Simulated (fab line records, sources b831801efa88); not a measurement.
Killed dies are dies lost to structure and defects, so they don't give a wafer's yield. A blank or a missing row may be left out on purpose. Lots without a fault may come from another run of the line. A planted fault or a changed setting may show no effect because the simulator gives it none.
Chamber matching | flow gf180mcu | GF_MIM_CVD_05 on pecvd-01: 3 sister chambers
The step deposits Si3N4, target thk 42 nm, time 29.086 s. 6 wafers are shown with their chamber, then 7 later ones without.

WAFERS WITH THEIR CHAMBER
wafer  | chamber | heater_power_w (W)
L080.4 | 0       | 479
L082.6 | 0       | 492
L083.4 | 2       | 766
L083.5 | 1       | 791
L089.2 | 1       | 788
L089.3 | 2       | 807

WAFERS WITHOUT THEIR CHAMBER
wafer  | heater_power_w (W)
L089.5 | 800
L093.1 | 518
L093.3 | 777
L093.4 | 800
L095.1 | 831
L095.2 | 548
L095.3 | 746

WHICH CHAMBER EACH WENT THROUGH
wafer  | from the rows above     | in truth
L089.5 | can't be placed: 1 or 2 | 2
L093.1 | 0                       | 0
L093.3 | can't be placed: 2 or 1 | 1
L093.4 | can't be placed: 1 or 2 | 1
L095.1 | can't be placed: 1 or 2 | 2
L095.2 | 0                       | 0
L095.3 | can't be placed: 2 or 1 | 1
Placed correctly: 2 of 7. Can't be placed from these rows: 5 (the true chamber is among the candidates in 5). Placed wrongly: 0.
How it was worked out, from the rows above alone: a wafer's distance from a chamber is the root of the sum, over the readings, of the square of ((its reading less the chamber's mean) divided by the reading's scatter). The wafer belongs to the nearest chamber; if the next one is less than 2 further off, it can't be placed. A chamber's mean is the mean of its shown wafers. The scatter: the root of (the sum of the squares of (reading less its chamber's mean) over the shown wafers, divided by (wafers less chambers)).
